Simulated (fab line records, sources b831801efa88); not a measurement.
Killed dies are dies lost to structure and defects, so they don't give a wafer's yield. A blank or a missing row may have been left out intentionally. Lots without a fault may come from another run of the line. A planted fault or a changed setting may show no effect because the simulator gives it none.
Matching of chambers :: flow gf180mcu :: 4 sister chambers for GF_V2_CMP_04 on cmp-02
The step polishes SiO2. 14 wafers are shown with their chamber, then 7 later ones without.

== WAFERS WITH THEIR CHAMBER ==
wafer: L651.3
chamber: 3
motor-current-A (A): 11.7
time-to-endpoint-s (s): 84

wafer: L651.4
chamber: 1
motor-current-A (A): 12.2
time-to-endpoint-s (s): 91

wafer: L651.5
chamber: 2
motor-current-A (A): 11.3
time-to-endpoint-s (s): 86

wafer: L663.3
chamber: 0
motor-current-A (A): 14.0
time-to-endpoint-s (s): 79

wafer: L663.4
chamber: 2
motor-current-A (A): 11.8
time-to-endpoint-s (s): 89

wafer: L663.5
chamber: 0
motor-current-A (A): 13.3
time-to-endpoint-s (s): 83

wafer: L665.1
chamber: 3
motor-current-A (A): 11.7
time-to-endpoint-s (s): 83

wafer: L665.2
chamber: 0
motor-current-A (A): 14.0
time-to-endpoint-s (s): 83

wafer: L665.5
chamber: 2
motor-current-A (A): 12.4
time-to-endpoint-s (s): 89

wafer: L668.1
chamber: 2
motor-current-A (A): 12.8
time-to-endpoint-s (s): 87

wafer: L668.5
chamber: 3
motor-current-A (A): 12.3
time-to-endpoint-s (s): 80

wafer: L668.6
chamber: 0
motor-current-A (A): 13.6
time-to-endpoint-s (s): 83

wafer: L667.2
chamber: 1
motor-current-A (A): 12.6
time-to-endpoint-s (s): 78

wafer: L667.4
chamber: 0
motor-current-A (A): 13.8
time-to-endpoint-s (s): 83

SIGNATURES (averages over the wafers above)
reading: motor-current-A
chamber 0: 13.740
chamber 1: 12.400
chamber 2: 12.075
chamber 3: 11.900
scatter within a chamber: 0.445

reading: time-to-endpoint-s
chamber 0: 82.20
chamber 1: 84.50
chamber 2: 87.75
chamber 3: 82.33
scatter within a chamber: 3.36
Rule: a wafer's distance from a chamber is the root of the sum, over the readings, of the square of ((its reading less the chamber's mean) divided by the reading's scatter). The wafer belongs to the nearest chamber; if the next one is less than 2 further off, it can't be placed. How the scatter is found: for the shown wafers, subtract from each reading the mean of its chamber, square and add these, divide the total by (wafers less chambers), then take the root.

== WAFERS MISSING THEIR CHAMBER ==
wafer: L667.6
motor-current-A (A): 12.0
time-to-endpoint-s (s): 83

wafer: L670.2
motor-current-A (A): 13.8
time-to-endpoint-s (s): 78

wafer: L670.4
motor-current-A (A): 11.1
time-to-endpoint-s (s): 84

wafer: L670.5
motor-current-A (A): 12.5
time-to-endpoint-s (s): 83

wafer: L672.1
motor-current-A (A): 14.2
time-to-endpoint-s (s): 74

wafer: L672.5
motor-current-A (A): 12.5
time-to-endpoint-s (s): 83

wafer: L672.6
motor-current-A (A): 13.2
time-to-endpoint-s (s): 82

== WHICH CHAMBER EACH ONE RAN IN ==
wafer: L667.6
from the rows above: can't be placed: 3 or 1 or 2
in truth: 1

wafer: L670.2
from the rows above: 0
in truth: 0

wafer: L670.4
from the rows above: can't be placed: 3 or 2 or 1
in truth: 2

wafer: L670.5
from the rows above: can't be placed: 1 or 3 or 2
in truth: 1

wafer: L672.1
from the rows above: 0
in truth: 0

wafer: L672.5
from the rows above: can't be placed: 1 or 3 or 2
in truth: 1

wafer: L672.6
from the rows above: can't be placed: 0 or 1 or 3 or 2
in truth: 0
Placed correctly: 2 of 7. These rows do not allow placing 5 (true chamber among the candidates in 5). Placed wrongly: 0.
